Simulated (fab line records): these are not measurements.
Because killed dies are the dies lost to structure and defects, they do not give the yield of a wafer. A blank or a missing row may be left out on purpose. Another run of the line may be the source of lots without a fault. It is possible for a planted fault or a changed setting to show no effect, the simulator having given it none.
Which tool is to blame? -- flow sky130 -- 11 lots with 32 wafers sampled at 6 steps, on a route of 708 steps

WHAT THE GAUGES SHOWED, per wafer
SKY_SD_P_TW_MEAS_11. Usual: SD_P_TW 2852, standard deviation 16.
lot,measured,on,SD_P_TW,flag
L623,day 26 09:50,film-metro-03,2840 2841 2837,
L624,day 26 22:33,film-metro-02,2872 2850 2840,
L625,day 27 00:58,film-metro-02,2868 2872 2876,
L626,day 27 07:19,film-metro-02,2884 2873 2879,
L627,day 27 16:37,film-metro-01,2861 2859 2838,
L628,day 27 23:22,film-metro-03,2839 2849 2835,
L629,day 28 03:34,film-metro-03,2833 2815 2844,
L634,day 30 02:50,film-metro-01,2844 2834,
L642,day 32 13:19,film-metro-01,2853 2858 2859,
L644,day 33 06:04,film-metro-02,2845 2851 2848,
L645,day 33 10:52,film-metro-02,2861 2868 2855,

SKY_CAPM_RS_MEAS_03: measures by four-point-probe. Usual: CAPM_TIN_RS 6.94 ohm/sq, standard deviation 0.071.
lot,measured,on,CAPM_TIN_RS (ohm/sq),flag
L623,day 37 13:30,film-metro-01,6.94 6.87 6.92,
L624,day 37 22:32,film-metro-01,6.94 6.91 6.91,
L625,day 38 01:35,film-metro-01,7.07 7.05 7.04,
L626,day 38 08:09,film-metro-01,6.83 6.83 6.82,
L627,day 38 16:14,film-metro-01,7.02 6.95 7.00,
L628,day 38 18:52,film-metro-01,6.88 6.97 6.86,
L629,day 38 23:18,film-metro-01,6.97 7.03 7.00,
L634,day 40 18:51,film-metro-01,6.65 6.86,
L642,day 43 00:33,film-metro-02,6.92 6.86 6.90,
L644,day 43 10:10,film-metro-01,6.84 6.85 6.86,
L645,day 43 13:53,film-metro-01,6.95 6.91 6.88,

SKY_CAPM_THK_MEAS_04: measures by xrf. Usual: CAPM_TIN_THK 201.4 nm, standard deviation 2.2.
lot,measured,on,CAPM_TIN_THK (nm),flag
L623,day 37 13:37,film-metro-01,202.2 203.7 202.7,
L624,day 37 22:40,film-metro-01,201.3 202.5 202.5,
L625,day 38 01:42,film-metro-01,198.0 198.1 198.8,
L626,day 38 08:15,film-metro-01,204.0 204.7 205.2,
L627,day 38 16:21,film-metro-01,198.9 200.5 199.2,
L628,day 38 18:59,film-metro-01,203.2 201.3 203.4,
L629,day 38 23:25,film-metro-01,200.1 199.6 198.9,
L634,day 40 18:56,film-metro-01,211.2 204.2,
L642,day 43 00:40,film-metro-02,201.0 202.2 202.1,
L644,day 43 10:16,film-metro-01,204.2 203.7 202.3,
L645,day 43 13:58,film-metro-01,200.6 202.1 202.9,

WHICH TOOL RAN EACH LOT (tool, then ch and the chambers of the sampled wafers, then the start)
lot,SKY_POLY_CUT_ETCH_11,SKY_CONTACT_CMP_04,SKY_CAPM_SPUTTER_02
L623,"rie-diel-02 ch 0,2,3, day 25 03:16","cmp-01 ch 1,2, day 31 12:00","pvd-sputter-02, day 37 13:22"
L624,"rie-diel-03 ch 0,1,2, day 25 16:13","cmp-02 ch 0,1,3, day 31 23:00","pvd-sputter-01, day 37 22:26"
L625,"rie-diel-02 ch 0,1,2, day 25 19:01","cmp-01 ch 0,1, day 32 00:25","pvd-sputter-02, day 38 01:28"
L626,"rie-diel-02 ch 0,3, day 26 00:49","cmp-02 ch 1,2, day 32 07:46","pvd-sputter-02, day 38 08:00"
L627,"rie-diel-03 ch 0,1, day 26 10:16","cmp-02 ch 0,2,3, day 32 17:04","pvd-sputter-01, day 38 16:07"
L628,"rie-diel-02 ch 0,1,3, day 26 17:59","cmp-02 ch 1,2,3, day 32 21:35","pvd-sputter-02, day 38 18:46"
L629,"rie-diel-01 ch 0,1,3, day 26 22:16","cmp-01 ch 0,2,3, day 33 02:29","pvd-sputter-02, day 38 23:11"
L634,"rie-diel-02 ch 0,1, day 28 21:25","cmp-02 ch 1,3, day 34 22:53","pvd-sputter-02, day 40 18:41"
L642,"rie-diel-01 ch 1,3, day 31 08:01","cmp-02 ch 2,3, day 37 09:54","pvd-sputter-01, day 43 00:25"
L644,"rie-diel-01 ch 0,1,2, day 32 01:14","cmp-01 ch 0,2, day 37 20:04","pvd-sputter-03, day 43 10:02"
L645,"rie-diel-01 ch 1,2, day 32 07:02","cmp-01 ch 0,3, day 38 01:35","pvd-sputter-03, day 43 13:46"
- SKY_POLY_CUT_ETCH_11: etches Si3N4 in CF4/CH2F2/Ar, stops on poly-Si, time 42.5 s, target depth 60 nm.
- SKY_CONTACT_CMP_04: polishes SiO2.
- SKY_CAPM_SPUTTER_02: material TiN, target thk 200 nm, time 166.7 s.

AS READ BY THE TOOLS THEMSELVES (means over the sampled wafers that have a number; for cases with no such wafer, the mark the record gives instead)
SKY_POLY_CUT_ETCH_11. Usual: drypump-motor-current-A 5.9 A, standard deviation 0.49; oes-product-au 0.829 a.u., standard deviation 0.006; throttle-valve-pct 14.994 %, standard deviation 0.0098.
lot,tool,drypump-motor-current-A (A),oes-product-au (a.u.),throttle-valve-pct (%),flag
L623,rie-diel-02,5.9,0.834,14.997,
L624,rie-diel-03,6.3,0.828,14.985,
L625,rie-diel-02,5.9,0.831,14.981,
L626,rie-diel-02,6.1,0.830,15.004,
L627,rie-diel-03,6.4,0.836,14.996,
L628,rie-diel-02,5.8,0.829,14.998,
L629,rie-diel-01,5.7,0.831,15.006,
L634,rie-diel-02,6.0,0.827,14.988,
L642,rie-diel-01,5.7,0.832,14.994,
L644,rie-diel-01,6.0,0.827,14.990,
L645,rie-diel-01,6.1,0.826,15.001,

SKY_CONTACT_CMP_04. Usual: motor-current-A 12.1 A, standard deviation 1.4; time-to-endpoint-s 84 s, standard deviation 3.7.
lot,tool,motor-current-A (A),time-to-endpoint-s (s),flag
L623,cmp-01,11.8,82,
L624,cmp-02,12.0,82,
L625,cmp-01,11.2,80,
L626,cmp-02,13.2,85,
L627,cmp-02,12.0,85,
L628,cmp-02,13.2,80,
L629,cmp-01,11.8,89,
L634,cmp-02,13.8,86,
L642,cmp-02,13.3,85,
L644,cmp-01,11.5,88,
L645,cmp-01,10.8,85,

SKY_CAPM_SPUTTER_02. Usual: throttle-valve-pct 29.6 %, standard deviation 1.8.
lot,tool,throttle-valve-pct (%),flag
L623,pvd-sputter-02,28.3,
L624,pvd-sputter-01,30.6,
L625,pvd-sputter-02,27.9,
L626,pvd-sputter-02,31.6,
L627,pvd-sputter-01,29.9,
L628,pvd-sputter-02,29.5,
L629,pvd-sputter-02,29.7,
L634,pvd-sputter-02,31.1,
L642,pvd-sputter-01,29.7,
L644,pvd-sputter-03,29.1,
L645,pvd-sputter-03,29.8,

THE ANSWER, worked out from the rows above alone
Rule: lot off if the mean of its wafers having a number is beyond 3 standard deviations from the usual mean. Also off: a lot with no number at a reading for which 4 or more lots have one. Where the step has rows for the other lots, those lots are counted as sound. Order of review: gauges by route order, followed by the tools' own readings, for which a lot's mean as printed above is used. The first step at which some lot is off is used, and at that step the reading that is off furthest; a lot without a number counts as furthest.
None of the lots is off at any reading shown; this tells nothing.

WHAT HAD BEEN PUT IN BY THE SIMULATOR
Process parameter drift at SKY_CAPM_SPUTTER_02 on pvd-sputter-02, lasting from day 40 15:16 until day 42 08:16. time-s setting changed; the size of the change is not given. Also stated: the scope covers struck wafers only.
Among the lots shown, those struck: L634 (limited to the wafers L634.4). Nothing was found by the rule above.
